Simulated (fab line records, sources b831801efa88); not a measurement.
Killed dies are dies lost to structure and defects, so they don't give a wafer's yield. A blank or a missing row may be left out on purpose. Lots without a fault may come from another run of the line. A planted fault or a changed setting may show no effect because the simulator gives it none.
Which tool did it? | flow sfq_line | 7 lots, 21 wafers sampled, at 2 steps of a route of 325

WHAT THE GAUGES READ, wafer by wafer
SFQ_M5_OVL_MEAS_932.
lot  | measured     | on         | M5_OVL (nm)
L723 | day 65 06:21 | overlay-02 | 8 -1 3
L725 | day 70 02:37 | overlay-01 | -7 -6 -11
L729 | day 73 01:23 | overlay-01 | -1 -2 -3
L732 | day 73 16:59 | overlay-02 | 0 -6 -5
L735 | day 74 13:23 | overlay-01 | -8 -4 4
L738 | day 75 13:51 | overlay-01 | -5 -8 0
L743 | day 76 05:27 | overlay-02 | -5 -3 -7

WHICH TOOL RAN EACH LOT (tool, then ch and the chambers of the sampled wafers, then the start)
lot  | SFQ_TRILAYER_I3_DEP_PECVD_081
L723 | pecvd-04 ch 0,1, day 44 05:35
L725 | pecvd-02 ch 0,1,2, day 44 18:52
L729 | pecvd-03 ch 0,2, day 47 20:44
L732 | pecvd-03 ch 0,1,2, day 48 07:32
L735 | pecvd-03 ch 0,1,2, day 49 15:22
L738 | pecvd-03 ch 1,2, day 51 03:26
L743 | pecvd-04 ch 0,1, day 51 21:25
- SFQ_TRILAYER_I3_DEP_PECVD_081: deposits SiO2 from SiH4/N2O, time 111.11 s, target thk 500 nm.

THE ANSWER, worked out from the rows above alone
Rule: what is usual is taken from the lots themselves. Put in order of their means at a reading, lots are off if they are a third of the lots or fewer, leave a main group of 4 or more, and stand apart from it by a gap of 3 or more times the standard deviation of the main group's means; of several such gaps the widest counts. A main group whose means are all the same, to the digits that the tables above print for the reading, isn't used. A lot without any number at a reading at which 4 lots or more have one is off too. The other lots that the step has rows for count as sound.
No lot is off at any reading shown: from this, nothing can be told.

WHAT THE SIMULATOR HAD PUT IN
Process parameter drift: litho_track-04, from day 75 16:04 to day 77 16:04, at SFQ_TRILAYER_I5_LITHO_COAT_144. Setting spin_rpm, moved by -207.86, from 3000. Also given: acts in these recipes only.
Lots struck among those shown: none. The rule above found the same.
